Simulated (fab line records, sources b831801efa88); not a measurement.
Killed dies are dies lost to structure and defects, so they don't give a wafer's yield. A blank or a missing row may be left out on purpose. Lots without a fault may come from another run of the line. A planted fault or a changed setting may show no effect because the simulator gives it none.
A struck lot beside a sound one | flow sky130 | 15 steps out of a route of 708
Sound: wafers L363.2, L363.3, L363.5. Struck: wafers L370.1, L370.2, L370.6. The cause comes at the end.
At each step with rows: each side's tool, then ch and its chambers, then its first start. Under that, the readings that differ: sound wafers | struck wafers | difference of the means | sigmas: that difference in standard deviations of wafers without a fault.
alike: readings whose means differ by less than 2 such deviations, and words and numbers that are the same on both sides. not compared: withheld readings, readings that some wafer has no value for, bounds like >300 that may hide the same value, and numbers for which the record gives no deviation and whose values overlap.
The two part at a step that has a row with sigmas, a row that says differs or no value, or rows on one side only. Numbers that don't overlap but have no deviation are shown without sigmas and don't part them. A reading that every wafer of one side lacks parts them only if that side has two wafers or more.

SKY_VIA2_CMP_02: polishes SiO2.
  sound on cmp-01 ch 2,3, day 35 15:13; struck on cmp-02 ch 0,1, day 38 01:29
  reading             | sound          | struck         | difference | sigmas
  motor_current_A (A) | 13.1 13.5 13.5 | 11.3 10.8 10.6 | -2.5       | -2
  alike: head_pressure_psi
SKY_VIA2_BOW_MEAS_03:
  sound on film_metro-04, day 35 15:32; struck on film_metro-03, day 38 01:47
  alike: VIA2_BOW
then, 8 steps without rows for these wafers: SKY_VIA2_DEHYDRATE_04 (time 60 s); SKY_VIA2_HMDS_05 (prime time 60 s); SKY_VIA2_COAT_06 (resist thk 60 nm); SKY_VIA2_COAT_07 (resist thk 450 nm); SKY_VIA2_SOFTBAKE_08 (time 90 s); SKY_VIA2_EXPOSE_09 (exposes mask VIM2, target cd 200 nm); SKY_VIA2_PEB_10; SKY_VIA2_DEVELOP_11 (develop time 60 s).
SKY_VIA2_CD_MEAS_12: target cd 200 nm.
  sound on cd_sem-02, day 36 17:53; struck on cd_sem-02, day 39 03:39
  reading    | sound             | struck            | difference | sigmas
  cd_nm (nm) | 199.6 201.0 201.9 | 196.9 199.1 197.3 | -3.1       | -2
SKY_VIA2_OVL_MEAS_13:
  sound on overlay-01, day 36 17:59; struck on overlay-02, day 39 03:46
  reading       | sound   | struck  | difference | sigmas
  VIA2_OVL (nm) | 10 13 7 | 1 -3 -5 | -12        | -2
SKY_VIA2_ETCH_14: etches BARC in N2/H2, stops on SiO2, time 45.9 s, target depth 60 nm.
  sound on rie_diel-02 ch 1,2,3, day 36 18:01; struck on rie_diel-04 ch 1,3, day 39 03:48
  reading               | sound             | struck            | difference | sigmas
  oes_product_au (a.u.) | 0.857 0.856 0.860 | 0.894 0.892 0.892 | +0.035     | +8
  run_length_s (s)      | 74.2 74.0 74.4    | 72.0 72.0 72.4    | -2.1       | -5
  alike: drypump_motor_current_A, n2_flow_sccm, throttle_valve_pct
  not compared: rf_hours_counter_h
SKY_VIA2_ETCH_15: etches SiO2 in C4F8/O2/Ar, stops on TiN, target depth 546 nm, time 84 s.
  sound on rie_diel-02 ch 1,2,3, day 36 18:04; struck on rie_diel-04 ch 1,3, day 39 03:50
  alike: oes_product_au, run_length_s
-- the record jumps here: 9 days lie between the struck wafers' starts before and after (it left off in module VIA2 and takes up again in module PAD_OPEN, whose first step shown is number 708 of the route) --
SKY_PAD_OPEN_PROBE_99:
  sound on prober-01, day 46 05:03; struck on prober-01, day 48 02:21
  alike: defect_limited_yield, killed_at_M0_to_M3, killed_at_M4_up, killed_at_contacts, killed_at_front_end, killed_at_other, killed_dies, killed_open, killed_short, sort_bin_3_pad_short, sort_bin_5_function, sort_bin_6_memory, sort_n_pass, sort_yield_pct

WHERE THEY PART
First at SKY_VIA2_CMP_02; last, within this record, at SKY_VIA2_ETCH_14. Later steps at which nothing parts them and some readings are alike: SKY_VIA2_ETCH_15, SKY_PAD_OPEN_PROBE_99.

WHY: what the simulator had put in
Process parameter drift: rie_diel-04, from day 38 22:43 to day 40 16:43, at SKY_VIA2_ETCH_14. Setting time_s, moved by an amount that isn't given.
